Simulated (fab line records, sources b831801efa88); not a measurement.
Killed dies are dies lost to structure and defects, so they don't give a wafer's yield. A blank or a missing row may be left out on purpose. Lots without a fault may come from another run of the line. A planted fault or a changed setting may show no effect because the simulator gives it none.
One fault seen from 2 desks | flow gf180mcu | each desk has only its own numbers; what lay behind them comes last

THE METROLOGY DESK
What the gauges read, lot by lot, whatever tool the lot ran on: means of the sampled wafers that have a number. A lot is out of limits, marked OUT, if its mean lies more than 4 standard deviations from the usual mean; the brackets give that distance.
Columns: A = POLY_GATE_CVD_00_THK at GF_POLY_GATE_THK_MEAS_01, usual 198.6 nm; B = cd_nm at GF_POLY_GATE_CD_MEAS_10, usual 280.4 nm; C = POLY_GATE_OVL at GF_POLY_GATE_OVL_MEAS_11, usual -3 nm
lot  | first seen here | A     | B     | C
L317 | day 8 13:23     | 199.8 | 281.7 | -4
L321 | day 9 13:55     | 197.6 | 279.5 | -6
L328 | day 11 16:13    | 197.7 | 281.4 | 2
L331 | day 12 15:52    | 196.8 | 281.4 | -1
L336 | day 13 23:34    | 200.9 | 282.5 | 2
L338 | day 14 17:50    | 201.8 | 281.3 | -3
This desk's finding: nothing out of limits on any of the 6 lots.

THE TOOL OWNER'S DESK: rie_si-02
The tool's own readings at GF_POLY_GATE_ETCH_13 (etches poly-Si in HBr/Cl2, stops on SiO2, target depth 198.5 nm, time 69.6 s): means of the sampled wafers that have a number, for each lot that ran on this tool. A lot is out of limits, marked OUT, if its mean lies more than 4 standard deviations from the usual mean; the brackets give that distance.
Columns: A = drypump_motor_current_A at GF_POLY_GATE_ETCH_13, usual 5.82 A; B = oes_product_au at GF_POLY_GATE_ETCH_13, usual 0.989 a.u.; C = rf_fwd_power_W at GF_POLY_GATE_ETCH_13, usual 396.8 W; D = throttle_valve_pct at GF_POLY_GATE_ETCH_13, usual 33.685 %
lot  | first seen here | A    | B     | C               | D
L317 | day 9 06:51     | 5.84 | 0.990 | 396.7           | 33.686
L328 | day 12 11:12    | 5.78 | 0.994 | 461.4 (+36) OUT | 33.683
L331 | day 13 11:36    | 5.67 | 0.989 | 460.8 (+36) OUT | 33.691
This desk's finding: out of limits on L328, L331; first on L328, day 12 11:12 (rf_fwd_power_W at GF_POLY_GATE_ETCH_13). In limits: L317.

PUT TOGETHER
The tool owner's desk could have raised an alarm at day 12 11:12, on L328, L331.
The metrology desk saw nothing out of limits.
The metrology desk has L328, L331 on record, within its limits.
Of the lots named, all ran GF_POLY_GATE_ETCH_13 on rie_si-02.

WHAT THE SIMULATOR HAD PUT IN
Process parameter drift: rie_si-02, from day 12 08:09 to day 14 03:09, at GF_POLY_GATE_ETCH_13. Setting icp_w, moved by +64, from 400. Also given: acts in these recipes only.
Lots struck among those shown: L328, L331.
Hours from the fault's start to each desk's first reading out of limits: the tool owner's desk, 3.
